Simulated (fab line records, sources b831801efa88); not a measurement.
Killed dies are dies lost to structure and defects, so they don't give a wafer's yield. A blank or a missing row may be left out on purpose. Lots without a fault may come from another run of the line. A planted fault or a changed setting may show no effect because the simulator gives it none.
One fault seen from 2 desks | flow gf180mcu | each desk has only its own numbers; what lay behind them comes last

THE TOOL OWNER'S DESK: pecvd-02
The tool's own readings at GF_MIM_CVD_05 (deposits Si3N4, target thk 42 nm, time 29.086 s): means of the sampled wafers that have a number, for each lot that ran on this tool. A lot is out of limits, marked OUT, if its mean lies more than 4 standard deviations from the usual mean; the brackets give that distance.
Columns: A = heater_power_w at GF_MIM_CVD_05, usual 637 W; B = run_length_s at GF_MIM_CVD_05, usual 57.1 s; C = susceptor_temp_C at GF_MIM_CVD_05, usual 385.03 C
lot  | first seen here | A   | B               | C
L140 | day 24 06:11    | 615 | 56.9            | 385.16
L143 | day 25 08:41    | 612 | 56.9            | 385.13
L146 | day 26 09:51    | 687 | 56.7            | 384.99
L150 | day 28 06:23    | 687 | 56.8            | 385.09
L157 | day 30 02:08    | 651 | 59.0 (+4.6) OUT | 385.02
This desk's finding: out of limits on L157; first on L157, day 30 02:08 (run_length_s at GF_MIM_CVD_05). In limits: L140, L143, L146, L150.

THE METROLOGY DESK
What the gauges read, lot by lot, whatever tool the lot ran on: means of the sampled wafers that have a number. A lot is out of limits, marked OUT, if its mean lies more than 4 standard deviations from the usual mean; the brackets give that distance.
Columns: A = MIM_CVD_05_THK at GF_MIM_THK_MEAS_06, usual 42.0 nm
lot  | first seen here | A
L140 | day 24 06:13    | 41.9
L143 | day 25 08:43    | 42.5
L146 | day 26 09:54    | 41.8
L148 | day 27 02:38    | 42.2
L149 | day 27 14:14    | 41.7
L150 | day 28 06:26    | 42.1
L153 | day 28 17:19    | 41.9
L157 | day 30 02:11    | 44.8 (+5.7) OUT
L161 | day 31 00:03    | 42.6
L162 | day 31 07:19    | 42.2
L163 | day 31 14:08    | 41.6
This desk's finding: out of limits on L157; first on L157, day 30 02:11 (MIM_CVD_05_THK at GF_MIM_THK_MEAS_06). In limits: L140, L143, L146, L148, L149, L150, L153, L161, L162, L163.

PUT TOGETHER
The tool owner's desk could have raised an alarm at day 30 02:08, on L157.
The metrology desk could have raised an alarm at day 30 02:11, on L157.
Of the lots named, all ran GF_MIM_CVD_05 on pecvd-02.

WHAT THE SIMULATOR HAD PUT IN
Process parameter drift: pecvd-02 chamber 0, from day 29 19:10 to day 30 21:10, at GF_MIM_CVD_05. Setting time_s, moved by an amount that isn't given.
Lots struck among those shown: L157.
Hours from the fault's start to each desk's first reading out of limits: the tool owner's desk, 7; the metrology desk, 7.
